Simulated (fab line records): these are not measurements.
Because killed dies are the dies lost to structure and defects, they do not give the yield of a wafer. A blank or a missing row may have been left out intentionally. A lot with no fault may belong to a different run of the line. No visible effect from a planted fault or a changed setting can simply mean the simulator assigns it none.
Matching of chambers ; flow sky130 ; SKY_VIA1_CMP_24 on cmp-02 has 4 sister chambers
The step polishes, stops on SiO2, t overpolish 15 s, target thk 0 nm. 30 wafers are shown with their chamber, then 12 later ones without.

== EACH WAFER AND ITS CHAMBER ==
wafer;chamber;motor current A (A);time to endpoint s (s);overpolish run s (s)
L075.1;0;10.6;68;15.012
L075.3;3;14.3;62;14.995
L075.5;2;13.2;62;15.028
L077.2;3;14.1;64;14.988
L077.3;0;10.2;64;14.983
L077.4;1;10.6;58;15.007
L079.1;2;12.5;59;15.005
L079.3;1;10.8;61;14.996
L079.6;3;13.8;57;14.993
L080.1;1;11.4;56;15.004
L080.3;3;13.8;57;15.004
L080.4;0;10.2;59;15.004
L083.1;0;10.9;65;14.997
L083.2;3;13.2;60;14.990
L083.4;2;12.1;61;14.996
L087.4;2;13.3;61;14.999
L087.5;2;12.6;63;14.996
L087.6;3;14.3;58;15.002
L089.1;2;12.9;60;15.006
L089.3;0;10.7;60;14.998
L089.6;3;13.5;60;15.003
L088.3;3;14.0;59;15.005
L088.5;0;10.5;64;14.991
L088.6;3;14.0;62;14.977
L092.1;1;10.8;58;15.003
L092.3;2;12.2;56;14.989
L092.6;0;11.4;64;15.003
L090.2;2;12.4;59;14.994
L090.3;3;13.7;58;14.999
L090.5;2;12.9;60;14.998

SIGNATURES, as means of the wafers listed above
reading;chamber 0;chamber 1;chamber 2;chamber 3;scatter within a chamber
motor current A;10.643;10.900;12.678;13.870;0.389
time to endpoint s;63.43;58.25;60.11;59.70;2.41
overpolish run s;14.99829;15.00250;15.00122;14.99560;0.00947
Rule: for a wafer and a chamber, the distance is found by dividing, reading by reading, the gap between the wafer's reading and the chamber's mean by the reading's scatter, squaring, summing and taking the root. The wafer belongs to the nearest chamber; if the next one is less than 2 further off, it can't be placed. How the scatter is found: for the shown wafers, subtract from each reading the mean of its chamber, square and add these, divide the total by (wafers less chambers), then take the root.

== WAFERS MISSING THEIR CHAMBER ==
wafer;motor current A (A);time to endpoint s (s);overpolish run s (s)
L094.2;10.4;58;15.002
L094.3;12.6;63;14.985
L094.4;14.4;60;15.003
L095.1;10.9;59;14.986
L095.5;10.9;59;15.002
L095.6;11.5;62;15.009
L096.2;14.5;62;15.010
L096.4;10.7;54;15.005
L096.6;10.3;56;15.004
L097.1;10.5;62;15.001
L097.3;12.7;60;14.997
L097.6;10.8;63;14.993

== THE CHAMBER EACH PASSED THROUGH ==
wafer;from the rows above;in truth
L094.2;can't be placed: 1 or 0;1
L094.3;can't be placed: 2 or 3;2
L094.4;3;3
L095.1;can't be placed: 1 or 0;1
L095.5;can't be placed: 1 or 0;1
L095.6;can't be placed: 1 or 0 or 2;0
L096.2;3;3
L096.4;1;1
L096.6;can't be placed: 1 or 0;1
L097.1;can't be placed: 0 or 1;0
L097.3;2;2
L097.6;can't be placed: 0 or 1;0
Placed correctly: 4 of 12. Not placeable from these rows: 8 (in 8, the candidates include the true chamber). Wrongly placed: 0.
